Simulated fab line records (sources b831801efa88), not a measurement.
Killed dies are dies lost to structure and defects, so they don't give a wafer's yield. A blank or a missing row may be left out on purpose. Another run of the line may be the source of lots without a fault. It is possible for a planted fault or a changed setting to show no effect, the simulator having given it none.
A lot that was struck, set against a sound lot | flow sky130 | 13 out of 708 route steps
Sound: these wafers, L931.2, L931.4, L931.5. Wafers struck: L943.3, L943.5, L943.6. Last of all comes the cause.
For every step that has rows: the tool of each side, followed by ch and its chambers, followed by its first start. Under that, the readings that differ: sound wafers | struck wafers | difference of the means | sigmas: that difference in standard deviations of wafers without a fault.
alike: readings whose means differ by less than 2 such deviations, and words and numbers that are the same on both sides. not compared: withheld readings, readings that some wafer has no value for, bounds like >300 that may hide the same value, and numbers for which the record gives no deviation and whose values overlap.
Wherever a step has rows on one side only, a row that says differs or no value, or a row with sigmas, the two part there. Numbers that don't overlap but have no deviation are shown without sigmas and don't part them. Lack of a reading on every wafer of one side parts them only where that side has two or more wafers.

first, 3 steps without rows for these wafers: SKY_FIELD_ISO_EXPOSE_10 (exposes mask FOM, target cd 150 nm); SKY_FIELD_ISO_PEB_11; SKY_FIELD_ISO_DEVELOP_12 (develop time 60 s).
SKY_FIELD_ISO_CD_MEAS_13 targets a cd of 150 nm.
  sound on cd_sem-02, day 4 09:54; struck on cd_sem-02, day 6 23:16
  alike: cd_nm
SKY_FIELD_ISO_ETCH_14: etches BARC in N2/H2, stops on SiO2, time 46.75 s, target depth 60 nm.
  sound on rie_diel-04 ch 0,3, day 4 10:00; struck on rie_diel-01 ch 0,1,2, day 6 23:21
  reading               | sound             | struck            | difference | sigmas
  oes_product_au (a.u.) | 0.850 0.860 0.855 | 0.846 0.841 0.848 | -0.010     | -2
  alike: drypump_motor_current_A, throttle_valve_pct
  not compared: rf_hours_counter_h
SKY_FIELD_ISO_ETCH_15: etches the open film in CHF3/O2, stops on Si, target depth 180 nm, time 72 s.
  sound on rie_diel-04 ch 0,3, day 4 10:02; struck on rie_diel-01 ch 0,1,2, day 6 23:23
  alike: drypump_motor_current_A, oes_product_au, throttle_valve_pct
  not compared: rf_hours_counter_h
SKY_FIELD_ISO_STRIP_16: strips in O2/N2.
  sound on plasma_asher-02 ch 0,1, day 4 10:06; struck on plasma_asher-02 ch 0,1, day 6 23:29
  alike: drypump_motor_current_A, oes_product_au, strip_time_to_endpoint_s
  not compared: rf_hours_counter_h
SKY_FIELD_ISO_ETCH_17: etches Si in HBr/Cl2/O2, target depth 342 nm, time 97.7 s.
  sound on rie_si-01 ch 0,2,3, day 4 10:12; struck on rie_si-01 ch 0,1, day 6 23:33
  alike: drypump_motor_current_A, oes_product_au, throttle_valve_pct
  not compared: rf_hours_counter_h
then, 4 steps without rows for these wafers: SKY_FIELD_ISO_WET_ETCH_18 (etches Si3N4 in H3PO4, target depth 25 nm, time 286 s); SKY_FIELD_ISO_CLEAN_19 (cleans in SC1/SC2, time 150 s); SKY_FIELD_ISO_CLEAN_20 (cleans in dHF, time 20 s); SKY_FIELD_ISO_WET_ETCH_21 (etches SiO2 in dHF, target depth 20 nm, time 400 s).
SKY_FIELD_ISO_OXIDATION_22: stabilise 600 s, purge 300 s, target thk 10 nm.
  sound on furnace-01 ch 0, day 4 10:33; struck on furnace-01, day 7 00:28
  no value came back on the struck wafers for any of 5 readings (ox_temp_c (C), ox_temp_c_max and others); on the sound wafers ox_temp_c (C) reads 950.2 949.4 950.5

WHERE THEY PART
Last at SKY_FIELD_ISO_OXIDATION_22 as far as this record goes, first at SKY_FIELD_ISO_ETCH_14.

WHY: what the simulator had put in
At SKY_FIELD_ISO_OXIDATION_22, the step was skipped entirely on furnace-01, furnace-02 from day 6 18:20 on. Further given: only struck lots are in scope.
